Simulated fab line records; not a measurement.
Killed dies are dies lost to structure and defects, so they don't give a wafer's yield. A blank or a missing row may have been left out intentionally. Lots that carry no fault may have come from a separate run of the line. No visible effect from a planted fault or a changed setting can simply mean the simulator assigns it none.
Lot-split experiment    flow sky130    23 wafers read across 5 lots, on a route 708 steps long

## THE SPLIT ITSELF
At SKY_CAP2M_METAL_ETCH_13 (etches TiN in Cl2/BCl3, stops on SiO2, target depth 220 nm, time 62.9 s), the setting time_s was moved away from the recipe's 62.9 s on 7 of the 23 wafers read, by -4.9% to +9.9%. For the rest of the wafers, this setting stayed at what the recipe calls for.

## FROM THE SPLIT TO THE READING: what the file shows between them, 5 steps
- SKY_CAP2M_STRIP_14: strips in O2/N2
- SKY_CAP2M_STRIP_15: strips in post etch residue remover, time 1200 s
- SKY_CAP2M_CLEAN_16: cleans in IPA, time 180 s
- SKY_METAL4_DESCUM_15: chemistry O2, time 8 s
- SKY_METAL4_ETCH_16: etches BARC in N2/H2, stops on SiO2, time 88.2 s, target depth 60 nm

## THE READING
oes_product_au, in a.u., at SKY_METAL4_ETCH_17 (etches SiO2 in C4F8/O2/Ar, stops on TiN, time 3.9 s, target depth 15 nm). On this fab line, fault-free wafers typically give 0.753 a.u. with a standard deviation of 0.0071 a.u.

wafer   tool, chamber at the split  time_s as run, s  against the recipe  oes_product_au, a.u.  against lot-mates on the recipe
L078.1  rie_metal-03, 0             67.67             +7.6%               0.705                 -0.055
L078.3  rie_metal-03, 1             67.67             +7.6%               0.705                 -0.055
L078.4  rie_metal-03, 0             62.9              recipe              0.762                 -
L078.5  rie_metal-03, 1             62.9              recipe              0.758                 -
L078.6  rie_metal-03, 0             67.67             +7.6%               0.705                 -0.055
L076.1  rie_metal-02, 1             62.9              recipe              0.747                 -
L076.2  rie_metal-02, 0             62.9              recipe              0.750                 -
L076.3  rie_metal-02, 1             62.9              recipe              0.750                 -
L076.5  rie_metal-02, 0             62.9              recipe              0.748                 -
L076.6  rie_metal-02, 1             62.9              recipe              0.752                 -
L083.1  rie_metal-02, 0             69.15             +9.9%               0.709                 -0.040
L083.2  rie_metal-02, 1             62.9              recipe              0.743                 -
L083.3  rie_metal-02, 1             62.9              recipe              0.755                 -
L083.4  rie_metal-02, 0             69.15             +9.9%               0.708                 -0.041
L083.5  rie_metal-02, 0             62.9              recipe              0.750                 -
L081.4  rie_metal-03, 1             62.9              recipe              0.760                 -
L081.5  rie_metal-03, 0             62.9              recipe              0.750                 -
L081.6  rie_metal-03, 1             62.9              recipe              0.746                 -
L084.1  rie_metal-03, 0             59.79             -4.9%               0.764                 +0.011
L084.2  rie_metal-03, 1             62.9              recipe              0.755                 -
L084.3  rie_metal-03, 1             62.9              recipe              0.749                 -
L084.4  rie_metal-03, 0             62.9              recipe              0.756                 -
L084.5  rie_metal-03, 0             59.79             -4.9%               0.754                 +0.001

FIT RESULTS
A straight line over all 23 wafers: oes_product_au changes by -0.00456 a.u. for each +1% of time_s; r = -0.93; the points scatter about the line by 0.0077 a.u.
The same after taking each lot's own level away (the mean of its wafers on the recipe; 23 wafers): -0.00479 a.u. for each +1%; r = -0.91; scatter 0.0093 a.u.
The reading moves by 0.048 a.u. for the largest change in time_s, on that fit.
The span of the lots' own levels, 0.7493 to 0.7600 a.u., comes to 1.5 times the standard deviation stated above.
The two slopes are in agreement: the lot-to-lot level therefore moves the slope only a little.
Check: -0.0544 a.u. against its lot-mates is what the line predicts for one of the wafers moved furthest among these (+9.9%) when that wafer is left out of the fit. Against them it came out at -0.0403 a.u.

## FURTHER SPLITS ON THESE WAFERS
Before the reading, these wafers also passed through other splits. Each is held against what the fit with the lots' levels taken away leaves over:
other split on the same wafers      wafers away from the commonest value  r with oes_product_au (lot level and that fit taken away)
SKY_METAL3_SPUTTER_00 time_s        11                                    +0.13
SKY_CAPM_SPUTTER_02 power_w         6                                     -0.09
SKY_VIA3_CMP_02 leave_above_ref_nm  8                                     +0.14
SKY_METAL4_SPUTTER_02 time_s        8                                     -0.09
SKY_METAL4_SPUTTER_04 power_w       8                                     +0.08
SKY_CAP2M_COAT_07 resist_thk_nm     9                                     +0.18

## THE WHOLE CHAIN: every reading that the file lists as answering this split, in the file's order
step                     what it does                                                             reading                                                                       change (the file's fit)                    r (the file's)
SKY_CAP2M_METAL_ETCH_13  etches TiN in Cl2/BCl3, stops on SiO2, target depth 220 nm, time 62.9 s  SiO2_of_CAP2M_CVD_00.thk_nm (the simulator's own value, which no gauge read)  -0.206 nm for each +1% of the setting      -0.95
SKY_METAL4_ETCH_17       etches SiO2 in C4F8/O2/Ar, stops on TiN, time 3.9 s, target depth 15 nm  oes_product_au                                                                -0.00473 a.u. for each +1% of the setting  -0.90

## FILE'S OWN FIT
oes_product_au changes by -0.00473 a.u. for each +1% of time_s, r = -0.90.
